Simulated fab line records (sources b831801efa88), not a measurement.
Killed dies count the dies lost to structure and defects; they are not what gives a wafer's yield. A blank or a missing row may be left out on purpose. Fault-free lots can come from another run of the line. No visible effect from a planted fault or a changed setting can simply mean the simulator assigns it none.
Struck lot and sound lot, side by side    flow sky130    19 steps out of a route of 708
Sound: these wafers, L506.1, L506.3, L506.5. Struck: wafers L510.1, L510.3, L510.5. The cause is named last.
Each step with rows lists, per side, the tool, then ch with its chambers, then its first start. Under that, the readings that differ: sound wafers    struck wafers    difference of the means    sigmas: that difference in standard deviations of wafers without a fault.
alike: words and numbers the same on both sides, and readings whose means are apart by under 2 such deviations; not compared: readings that were withheld, readings missing a value for some wafer, numbers with overlapping values and no deviation given by the record, and bounds like >300 which may hide the same value.
The two part at a step that has a row with sigmas, a row that says differs or no value, or rows on one side only. Numbers that don't overlap but have no deviation are shown without sigmas and don't part them. Lack of a reading on every wafer of one side parts them only where that side has two or more wafers.

first, 5 steps without rows for these wafers: SKY_VIA1_ETCH_15 (etches SiO2 in C4F8/O2/Ar, stops on TiN, target depth 351 nm, time 54 s); SKY_VIA1_STRIP_16 (strips in O2/N2); SKY_VIA1_STRIP_17 (strips in post etch residue remover, time 1200 s); SKY_VIA1_CLEAN_18 (cleans in IPA, time 180 s); SKY_VIA1_CLEAN_19 (cleans in O3/DIW).
SKY_VIA1_SPUTTER_20: material TiN, target thk 20 nm, time 80 s.
  sound on pvdSputter-01, day 34 23:15; struck on pvdSputter-02, day 36 05:44
  alike: cathodeDcPowerW, chamberPressurePa, throttleValvePct
then, 1 step without rows for these wafers: SKY_VIA1_CVD_21 (deposits W, target thk 270 nm, time 80.902 s).
SKY_VIA1_RS_MEAS_22: measurement is done with a four-point probe.
  sound on filmMetro-04, day 34 23:24; struck on filmMetro-03, day 36 05:54
  alike: VIA1_W_RS
SKY_VIA1_THK_MEAS_23: measures by xrf.
  sound on filmMetro-04, day 34 23:31; struck on filmMetro-03, day 36 06:01
  alike: VIA1_W_THK
SKY_VIA1_CMP_24: polishes, stops on SiO2, t overpolish 15 s, target thk 0 nm.
  sound on cmp-01 ch 0,1,3, day 34 23:41; struck on cmp-01 ch 1,2,3, day 36 06:08
  alike: motorCurrentA, overpolishRunS, timeToEndpointS
SKY_METAL2_SPUTTER_00: material Ti, target thk 15 nm, time 10 s.
  sound on pvdSputter-04, day 34 23:53; struck on pvdSputter-04, day 36 06:23
  alike: cathodeDcPowerW, chamberPressurePa, throttleValvePct
SKY_METAL2_SPUTTER_01: material TiN, target thk 20 nm, time 16.7 s.
  sound on pvdSputter-04, day 34 23:54; struck on pvdSputter-04, day 36 06:24
  alike: cathodeDcPowerW, chamberPressurePa, throttleValvePct
SKY_METAL2_SPUTTER_02: material AlCu, target thk 250 nm, time 13.3 s.
  sound on pvdSputter-04, day 34 23:56; struck on pvdSputter-04, day 36 06:26
  no value came back on the struck wafers for cathodeDcPowerW (W), chamberPressurePa (Pa), throttleValvePct (%); on the sound wafers cathodeDcPowerW (W) reads 10597 10600 10597
SKY_METAL2_SPUTTER_03: material Ti, target thk 5 nm, time 3.3 s.
  sound on pvdSputter-04, day 34 23:57; struck on pvdSputter-04, day 36 06:27
  alike: cathodeDcPowerW, chamberPressurePa, throttleValvePct
then, 1 step without rows for these wafers: SKY_METAL2_SPUTTER_04 (material TiN, target thk 70 nm, time 58.3 s).
SKY_METAL2_RS_MEAS_05: measurement is done with a four-point probe.
  sound on filmMetro-01, day 35 00:01; struck on filmMetro-02, day 36 06:31
reading                  sound                 struck                difference  sigmas
METAL2_ALCU_RS (ohm/sq)  0.1261 0.1266 0.1245  8.6163 8.5882 8.6083  +8.4785     +99 or more
SKY_METAL2_THK_MEAS_06: measures by xrf.
  sound on filmMetro-01, day 35 00:08; struck on filmMetro-02, day 36 06:38
reading               sound        struck    difference  sigmas
METAL2_ALCU_THK (nm)  254 252 258  <0 <0 <0  differs     
then, 1 step without rows for these wafers: SKY_METAL2_DEHYDRATE_07 (time 60 s).
-- the record jumps here: 11 days lie between the struck wafers' starts before and after (it left off in module METAL2 and takes up again in module PAD_OPEN, whose first step shown is number 708 of the route) --
SKY_PAD_OPEN_PROBE_99:
  sound on prober-02, day 46 14:38; struck on prober-02, day 47 13:41
reading                  sound           struck          difference  sigmas
defectLimitedYield (%)   80.1 82.5 80.5  0 0 0           -81         -41
killed_at_M0_to_M3       53 42 48        452 447 454     +403        +59
killedDies               98 86 96        492 492 492     +399        +41
killedOnRim              18 13 19        96 96 96        +79         +24
sort_bin_5_function (%)  12.2 10.2 11.0  92.7 92.3 93.1  +81.6       +54
sortNPass                394 406 396     0 0 0           -399        -41
sortYieldPct (%)         80.1 82.5 80.5  0 0 0           -81         -41
  alike: killed_at_M4_up, killedAtContacts, killedAtFrontEnd, killedAtOther, killedOpen, killedShort, sort_bin_3_pad_short, sort_bin_6_memory

## WHERE THEY PART
First at SKY_METAL2_SPUTTER_02; last, within this record, at SKY_PAD_OPEN_PROBE_99.

WHY: whatever the simulator had introduced
Step skipped in full: pvdSputter-04, at SKY_METAL2_SPUTTER_02, from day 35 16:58 onward. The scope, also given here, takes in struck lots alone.
